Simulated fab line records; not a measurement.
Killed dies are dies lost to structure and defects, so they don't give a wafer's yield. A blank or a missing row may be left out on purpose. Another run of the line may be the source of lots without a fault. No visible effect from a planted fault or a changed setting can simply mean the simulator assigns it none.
One fault seen from 2 desks	flow sky130	each desk holds nothing but its own numbers, with what lay behind them at the end

AT THE TOOL OWNER'S DESK: hdpcvd-01
The tool's own readings at SKY_LI_CONTACT_HDPCVD_00 (deposits PSG, target thk 930 nm, time 155 s): means of the sampled wafers that have a number, for each lot that ran on this tool. Marked OUT: a lot whose mean sits more than 4 standard deviations from the usual mean, which makes it out of limits; the brackets give that distance.
Columns: A = sih4-flow-sccm at SKY_LI_CONTACT_HDPCVD_00, usual 59.99 sccm
lot	first seen here	A
L579	day 29 06:32	59.97
L581	day 29 16:46	47.94 (-67) OUT
L582	day 29 20:05	48.03 (-66) OUT
L591	day 33 08:29	60.13
L593	day 33 19:57	59.98
L595	day 34 14:15	59.98
L597	day 35 17:52	59.99
L600	day 35 21:47	59.91
L601	day 36 06:04	60.21
This desk finds L581, L582 out of limits, L581 being first, at day 29 16:46 (sih4-flow-sccm at SKY_LI_CONTACT_HDPCVD_00). L579, L591, L593, L595, L597, L600, L601: within limits.

THE METROLOGY DESK
What the gauges read, lot by lot, whatever tool the lot ran on: means of the sampled wafers that have a number. Marked OUT: a lot whose mean sits more than 4 standard deviations from the usual mean, which makes it out of limits; the brackets give that distance.
Columns: A = LI_CONTACT_HDPCVD_THK at SKY_LI_CONTACT_THK_MEAS_01, usual 934 nm; B = LOCAL_INTERCONNECT_TIN_THK at SKY_LOCAL_INTERCONNECT_THK_MEAS_02, usual 101.2 nm
lot	first seen here	A	B
L579	day 29 06:41	935	100.6
L580	day 29 10:40	937	101.6
L581	day 29 16:55	749 (-24) OUT	100.7
L582	day 29 20:15	741 (-25) OUT	99.9
L591	day 33 08:35	931	100.3
L593	day 33 20:05	933	101.9
L595	day 34 14:22	938	100.8
L599	day 35 15:53	933	101.1
L597	day 35 17:58	935	101.1
L600	day 35 21:52	932	101.5
L601	day 36 06:10	940	100.7
Finding of this desk: L581, L582 out of limits, first seen on L581 at day 29 16:55 (LI_CONTACT_HDPCVD_THK at SKY_LI_CONTACT_THK_MEAS_01). L579, L580, L591, L593, L595, L599, L597, L600, L601: within limits.

BROUGHT TOGETHER
The tool owner's desk could have raised an alarm at day 29 16:46, on L581, L582.
L581, L582 would have let the metrology desk raise an alarm at day 29 16:55.
SKY_LI_CONTACT_HDPCVD_00 was run on hdpcvd-01 by each of the lots named.

WHAT HAD BEEN PUT IN BY THE SIMULATOR
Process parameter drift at SKY_LI_CONTACT_HDPCVD_00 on hdpcvd-01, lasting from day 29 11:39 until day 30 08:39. The setting sih4-flow-sccm was moved by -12, starting from 60. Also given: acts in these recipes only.
Shown lots that were struck: L581, L582.
Time in hours from fault onset to the first out-of-limits reading at each desk: tool owner's desk 5, metrology desk 5.
